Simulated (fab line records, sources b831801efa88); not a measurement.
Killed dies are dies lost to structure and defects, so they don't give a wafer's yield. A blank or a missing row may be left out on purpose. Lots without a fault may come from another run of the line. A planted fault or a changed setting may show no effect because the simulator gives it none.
Problem report in the 8D (eight disciplines) form, filled by code | flow gf180mcu | the parts of the form that need people (team, actions taken, sign-off) are left out

1. THE PROBLEM
MVSD_RS at GF_VT_IMPLANT_RS_MEAS_46 reads a mean of 489.1 ohm/sq on 6 wafers of 2 lots; wafers without a fault read 456.4 ohm/sq with a standard deviation of 1.2. That is +27 standard deviations from the usual mean.
The step: measures by four-point-probe.
First seen on wafer L777.1, day 11 04:03, on film_metro-01. The record holds 42 wafers of 14 lots with a number at this step. Rule for "out", or "out of limits": more than 4 standard deviations from the usual mean. The other wafers with a number count as sound.

2. WHAT IT IS AND WHAT IT IS NOT
question                    | is                           | is not
which readings at this step | MVSD_RS                      | -
which lots                  | L777, L782                   | L764, L766, L767, L768, L769, L771, L772, L776, L780, L784, L785, L786
which wafers of those lots  | all that have a number       | -
read on which gauges        | film_metro-01, film_metro-04 | film_metro-03
when                        | from day 11 04:03            | up to then (24 sound wafers); but 12 sound wafers of L780, L784, L785, L786 came after

3. SUSPECTS, AND WHAT RULES EACH OUT
Counting: a tool at a process step up to the reading stays a suspect if it ran every lot that is out and no sound lot after the first of them.
- the gauge at GF_VT_IMPLANT_RS_MEAS_46: ruled out. The wafers that are out were read on 2 gauges (film_metro-01, film_metro-04).
- implanter-02 at GF_MVSD_IMPLANT_09: kept. It ran every lot that is out, first L777 (day 7 14:02), and no sound lot after that; its last sound lot up to then is L771 (day 6 01:44). Its own readings are out on those wafers: dose_ions_cm2, faraday_current_uA.
Left after counting: implanter-02 at GF_MVSD_IMPLANT_09.

4. THE CAUSE (what the simulator had put in)
Process parameter drift: implanter-02, from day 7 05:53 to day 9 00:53, at GF_MVSD_IMPLANT_09. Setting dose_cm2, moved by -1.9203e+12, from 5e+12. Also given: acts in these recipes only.
Counting left only this tool.

5. THE CHAIN OF EFFECTS, in route order
Each row: a reading whose mean over the struck wafers that have a number lies more than 3 standard deviations from the usual. Only readings for which the record gives a usual standard deviation are gone through. hours: the time from each lot's start at the first step in this table that gives one to its start at this step, as a median over the lots. sigmas: the change in usual standard deviations.
hours | step                     | reading            | usual        | on struck wafers | change     | sigmas
0     | GF_MVSD_IMPLANT_09       | dose_ions_cm2      | 5.001e+12    | 3.081e+12        | -1.920e+12 | -99 or more
0     | GF_MVSD_IMPLANT_09       | faraday_current_uA | 28.2         | 17.5             | -10.7      | -19
89    | GF_VT_IMPLANT_RS_MEAS_46 | MVSD_RS            | 456.4 ohm/sq | 489.1            | +32.7      | +27
The process steps in it:
- GF_MVSD_IMPLANT_09
Later measuring or inspecting steps at which every struck wafer that the step has a row for has a number for every such reading, and none has moved that far: GF_V2_THK_MEAS_01.

6. WHAT WOULD HAVE CAUGHT IT SOONER
In this record the first reading out of limits at a measuring or inspecting step was taken at day 11 04:03, 94 hours after the fault began at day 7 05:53.
The tool's own readings at GF_MVSD_IMPLANT_09 were out on every struck wafer that the step has a row for (dose_ions_cm2, faraday_current_uA): an alarm limit on them would have fired on the first of those.
All the lots that are out (2) had begun GF_MVSD_IMPLANT_09 on implanter-02 by day 11 04:03. A hold on the tool at that time would have spared none of them.
